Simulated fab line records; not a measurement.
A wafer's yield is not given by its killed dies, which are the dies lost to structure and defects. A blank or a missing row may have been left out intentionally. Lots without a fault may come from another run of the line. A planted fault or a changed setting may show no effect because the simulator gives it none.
A single fault, viewed from 2 desks    flow sfqLine    what lay behind the numbers comes last; until then each desk has only its own

== THE TOOL OWNER'S DESK: cmp-02 ==
The tool's own readings at SFQ_TRILAYER_I1_CMP_CMP_046 (polishes SiO2): means of the sampled wafers that have a number, for each lot that ran on this tool. If a lot's mean is further than 4 standard deviations from the usual mean, the lot is out of limits and carries the mark OUT (the distance appears in the brackets).
Columns: A = motorCurrentA at SFQ_TRILAYER_I1_CMP_CMP_046, usual 10.5 A; B = timeToEndpointS at SFQ_TRILAYER_I1_CMP_CMP_046, usual 212 s
lot   first seen here  A     B
L183  day 13 01:58     10.1  214
L185  day 13 19:58     10.3  207
L186  day 14 01:58     9.2   208
L192  day 16 16:30     10.0  219
L193  day 16 20:48     9.5   216
L202  day 19 17:12     10.4  220
L203  day 20 00:24     10.2  206
L204  day 20 04:30     9.2   200
L205  day 20 11:49     10.1  215
This desk's verdict: no lot among the 9 shows anything out of limits.

== AT THE METROLOGY DESK ==
What the gauges read for every lot (on any tool): the sampled wafers with a number, averaged. If a lot's mean is further than 4 standard deviations from the usual mean, the lot is out of limits and carries the mark OUT (the distance appears in the brackets).
Columns: A = M0_OVL at SFQ_M0_OVL_MEAS_906, usual 2 nm; B = I0_BOW at SFQ_I0_BOW_MEAS_907, usual 1 um; C = M1_OVL at SFQ_M1_OVL_MEAS_911, usual 0 nm
lot   first seen here  A   B   C
L183  day 8 08:59      3   10  -2
L184  day 8 11:23      18  0   -5
L185  day 9 00:29      -0  -4  -1
L186  day 9 02:52      4   -1  -2
L192  day 10 15:52     0   8   -1
L193  day 11 02:41     6   -2  -3
L194  day 11 08:40     -2  1   2
L200  day 12 23:49     4   -9  3
L201  day 13 08:13     -4  -3  4
L202  day 13 14:14     5   -1  13
L203  day 13 17:49     2   0   -4
L204  day 14 02:13     3   2   1
L205  day 14 05:56     4   1   5
L206  day 14 09:32     -4  1   -1
This desk's verdict: no lot among the 14 shows anything out of limits.

== ALL TOGETHER ==
Nothing out of limits was seen by the tool owner's desk.
At the metrology desk, nothing out of limits was observed.

== WHAT THE SIMULATOR PUT IN ==
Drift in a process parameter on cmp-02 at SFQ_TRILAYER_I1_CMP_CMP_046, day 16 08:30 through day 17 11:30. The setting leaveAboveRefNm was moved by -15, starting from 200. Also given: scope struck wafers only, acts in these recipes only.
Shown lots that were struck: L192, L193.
